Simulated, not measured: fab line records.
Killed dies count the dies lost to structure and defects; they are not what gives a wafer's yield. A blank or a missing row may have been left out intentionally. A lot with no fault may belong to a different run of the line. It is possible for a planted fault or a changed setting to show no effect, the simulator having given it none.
Which tool did it? | flow gf180mcu | 39 wafers from 13 lots sampled at 3 of the route's 602 steps

== WHAT EACH GAUGE READ, for each wafer ==
GF_M1_RS_MEAS_05: the measuring method here is four-point-probe.
lot  | measured     | on            | M1_ALCU_RS (ohm/sq)
L479 | day 16 07:27 | film metro-04 | 0.0702 0.0699 0.0698
L481 | day 16 19:22 | film metro-04 | 0.0681 0.0689 0.0681
L484 | day 18 00:11 | film metro-03 | 0.0698 0.0696 0.0691
L485 | day 18 06:53 | film metro-02 | 0.0690 0.0692 0.0689
L486 | day 18 16:07 | film metro-04 | 0.0698 0.0701 0.0700
L487 | day 19 03:22 | film metro-02 | 0.0694 0.0698 0.0694
L489 | day 19 22:16 | film metro-02 | 0.0698 0.0693 0.0703
L496 | day 22 12:59 | film metro-03 | 0.0699 0.0686 0.0689
L497 | day 22 15:31 | film metro-03 | 0.0685 0.0692 0.0690
L498 | day 23 03:07 | film metro-03 | 0.0682 0.0684 0.0678
L499 | day 23 08:38 | film metro-02 | 0.0675 0.0679 0.0672
L500 | day 23 17:27 | film metro-04 | 0.0699 0.0690 0.0693
L502 | day 24 10:54 | film metro-04 | 0.0697 0.0693 0.0692

== EACH LOT AND THE TOOL THAT RAN IT (in order: tool; ch and the chambers of the sampled wafers; start) ==
lot  | GF_M1_SPUTTER_00             | GF_M1_SPUTTER_01
L479 | pvd sputter-04, day 16 07:14 | pvd sputter-04, day 16 07:20
L481 | pvd sputter-04, day 16 19:09 | pvd sputter-04, day 16 19:15
L484 | pvd sputter-04, day 17 23:58 | pvd sputter-04, day 18 00:04
L485 | pvd sputter-02, day 18 06:39 | pvd sputter-02, day 18 06:45
L486 | pvd sputter-04, day 18 15:53 | pvd sputter-04, day 18 15:59
L487 | pvd sputter-04, day 19 03:09 | pvd sputter-04, day 19 03:15
L489 | pvd sputter-04, day 19 22:02 | pvd sputter-04, day 19 22:08
L496 | pvd sputter-03, day 22 12:46 | pvd sputter-03, day 22 12:52
L497 | pvd sputter-04, day 22 15:17 | pvd sputter-04, day 22 15:23
L498 | pvd sputter-04, day 23 02:54 | pvd sputter-04, day 23 03:00
L499 | pvd sputter-03, day 23 08:25 | pvd sputter-03, day 23 08:31
L500 | pvd sputter-02, day 23 17:14 | pvd sputter-02, day 23 17:20
L502 | pvd sputter-03, day 24 10:41 | pvd sputter-03, day 24 10:47
- GF_M1_SPUTTER_00: material Ti, target thk 37.5 nm, time 150 s.
- GF_M1_SPUTTER_01: material TiN, target thk 30 nm, time 25 s.

== AS READ BY THE TOOLS THEMSELVES (means over the sampled wafers that have a number; for cases with no such wafer, the mark the record gives instead) ==
GF_M1_SPUTTER_00.
lot  | tool           | cathode dc power W (W) | throttle valve pct (%)
L479 | pvd sputter-04 | 3999.2                 | 29.3
L481 | pvd sputter-04 | 4000.0                 | 29.5
L484 | pvd sputter-04 | 3999.3                 | 29.5
L485 | pvd sputter-02 | 4000.5                 | 29.7
L486 | pvd sputter-04 | 3999.7                 | 29.8
L487 | pvd sputter-04 | 4000.3                 | 29.6
L489 | pvd sputter-04 | 4000.4                 | 29.2
L496 | pvd sputter-03 | 4000.4                 | 31.1
L497 | pvd sputter-04 | 3999.6                 | 30.1
L498 | pvd sputter-04 | 4000.5                 | 29.0
L499 | pvd sputter-03 | 4000.4                 | 30.8
L500 | pvd sputter-02 | 4000.0                 | 29.6
L502 | pvd sputter-03 | 4000.2                 | 29.4

GF_M1_SPUTTER_01.
lot  | tool           | cathode dc power W (W) | throttle valve pct (%)
L479 | pvd sputter-04 | 6498.6                 | 29.3
L481 | pvd sputter-04 | 6500.4                 | 29.6
L484 | pvd sputter-04 | 6499.8                 | 29.7
L485 | pvd sputter-02 | 6500.7                 | 29.7
L486 | pvd sputter-04 | 6500.2                 | 29.9
L487 | pvd sputter-04 | 6499.7                 | 29.5
L489 | pvd sputter-04 | 6500.9                 | 29.4
L496 | pvd sputter-03 | 6499.5                 | 31.2
L497 | pvd sputter-04 | 6500.2                 | 30.1
L498 | pvd sputter-04 | 6500.1                 | 29.1
L499 | pvd sputter-03 | 6501.1                 | 30.7
L500 | pvd sputter-02 | 6499.9                 | 29.8
L502 | pvd sputter-03 | 6499.8                 | 29.5

== THE ANSWER, worked out from the rows above alone ==
Rule: usual is defined by the lots themselves. The widest of any qualifying gaps counts: lots, ordered by their means at a reading, are off when they make up no more than a third of the lots, leave a main group of 4 or more, and stand apart from it by 3 or more times the standard deviation of that group's means. The tables above print the reading to a certain number of digits; a main group whose means all agree to those digits is not used. Also off: a lot with no number at a reading for which 4 or more lots have one. Any other lot the step has rows for is counted as sound. After the gauges, taken in route order, come the tools' own readings; for these a lot's mean is taken, as printed above. The first step at which some lot is off is used, and at that step the reading that is off furthest; a lot without a number counts as furthest.
Across all readings shown, no lot is off: no conclusion can be drawn from this.

== WHAT HAD BEEN PUT IN BY THE SIMULATOR ==
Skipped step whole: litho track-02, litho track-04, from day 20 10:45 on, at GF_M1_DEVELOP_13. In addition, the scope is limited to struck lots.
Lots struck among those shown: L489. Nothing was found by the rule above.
